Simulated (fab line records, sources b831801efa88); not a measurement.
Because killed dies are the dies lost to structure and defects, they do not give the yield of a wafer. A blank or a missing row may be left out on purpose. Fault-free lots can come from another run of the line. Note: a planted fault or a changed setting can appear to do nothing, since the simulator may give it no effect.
A struck lot beside a sound one :: flow sky130 :: 24 steps out of a route of 708
Sound: these wafers, L740.2, L740.3, L740.4. The struck wafers were L750.1, L750.2, L750.6. At the end, the cause is stated.
At each step with rows: each side's tool, then ch and its chambers, then its first start. Under that, the readings that differ: sound wafers :: struck wafers :: difference of the means :: sigmas: that difference in standard deviations of wafers without a fault.
alike: readings with means less than 2 such deviations apart, plus words and numbers identical on both sides. not compared: withheld readings, readings lacking a value on some wafer, bounds such as >300 that could conceal the same value, and numbers that have no deviation in the record and whose values overlap.
The two part at a step that has a row with sigmas, a row that says differs or no value, or rows on one side only. When numbers do not overlap yet have no deviation, they are printed without sigmas and do not part them. A reading that every wafer of one side lacks parts them only if that side has two wafers or more.

first, 4 steps without rows for these wafers: SKY_CAP2M_SOFTBAKE_08 (time 60 s); SKY_CAP2M_EXPOSE_09 (exposes mask CAP2M, target cd 1000 nm); SKY_CAP2M_PEB_10; SKY_CAP2M_DEVELOP_11 (develop time 60 s).
SKY_CAP2M_OVL_MEAS_12:
  sound on overlay-02 at day 43 13:51; struck on overlay-01 at day 46 06:52
  alike: CAP2M_OVL
SKY_CAP2M_METAL_ETCH_13: etches TiN in Cl2/BCl3, stops on SiO2, target depth 220 nm, time 62.9 s.
  sound on rie metal-04 ch 0,1, day 43 13:53; struck on rie metal-01 ch 0,1, day 46 06:54
  alike: drypump motor current A, oes product au, throttle valve pct
  not compared: rf hours counter h
SKY_CAP2M_STRIP_14: strips in O2/N2.
  sound on plasma asher-01 ch 0,1, day 43 13:57; struck on plasma asher-01 ch 0,1, day 46 06:59
  alike: drypump motor current A, o2 flow sccm, oes product au, strip time to endpoint s
  not compared: rf hours counter h
then, 5 steps without rows for these wafers: SKY_CAP2M_STRIP_15 (strips in post etch residue remover, time 1200 s); SKY_CAP2M_CLEAN_16 (cleans in IPA, time 180 s); SKY_CAP2M_CLEAN_17 (cleans in O3/DIW); SKY_METAL4_DEHYDRATE_05 (time 60 s); SKY_METAL4_HMDS_06 (prime time 60 s).
SKY_METAL4_COAT_07: resist thk 60 nm.
  sound on litho track-03 ch 0, day 44 02:03; struck on litho track-03 ch 0, day 46 16:26
reading: spin speed rpm (rpm)
sound: 2997.2 3001.8 2998.3
struck: 2604.7 2608.0 2604.9
difference: -393.2
sigmas: -99 or more
  alike: dispense pressure kPa
then, 5 steps without rows for these wafers: SKY_METAL4_COAT_08 (resist thk 1140 nm); SKY_METAL4_SOFTBAKE_09 (time 90 s); SKY_METAL4_EXPOSE_10 (exposes mask MM4, target cd 300 nm); SKY_METAL4_PEB_11; SKY_METAL4_DEVELOP_12 (develop time 60 s).
SKY_METAL4_CD_MEAS_13: the cd target is 300 nm.
  sound on cd sem-02 at day 44 12:34; struck on cd sem-02 at day 47 03:56
  alike: cd nm
SKY_METAL4_OVL_MEAS_14:
  sound on overlay-01 at day 44 12:40; struck on overlay-02 at day 47 04:03
  alike: METAL4_OVL
SKY_METAL4_DESCUM_15: chemistry O2, time 8 s.
  sound on rie metal-03 ch 0,1, day 44 12:42; struck on rie metal-01 ch 0, day 47 04:05
  alike: drypump motor current A, oes product au
  not compared: rf hours counter h
SKY_METAL4_ETCH_16: etches BARC in N2/H2, stops on SiO2, time 88.2 s, target depth 60 nm.
  sound on rie metal-03 ch 0,1, day 44 12:44; struck on rie metal-01 ch 0, day 47 04:09
reading: oes product au (a.u.)
sound: 0.621 0.625 0.619
struck: 0.640 0.634 0.643
difference: +0.017
sigmas: +4

reading: model.etch.depth nm (nm)
sound: 59.96 60.11 60.03
struck: 64.19 64.29 64.37
difference: +4.25
sigmas: 
  alike: drypump motor current A, throttle valve pct
  not compared: rf hours counter h
SKY_METAL4_ETCH_17: etches SiO2 in C4F8/O2/Ar, stops on TiN, time 3.9 s, target depth 15 nm.
  sound on rie diel-03 ch 0,2,3, day 44 12:50; struck on rie diel-02 ch 0,3, day 47 04:20
  alike: oes product au
then, 1 step without rows for these wafers: SKY_PAD_OPEN_PROBE_99.

== WHERE THEY PART ==
At SKY_METAL4_COAT_07 first; at SKY_METAL4_ETCH_16 last (within this record only). Later steps at which nothing parts them and some readings are alike: SKY_METAL4_ETCH_17.

WHY: what had been put in by the simulator
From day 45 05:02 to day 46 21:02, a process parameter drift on litho track-03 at SKY_METAL4_COAT_07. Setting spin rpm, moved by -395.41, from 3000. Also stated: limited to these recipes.
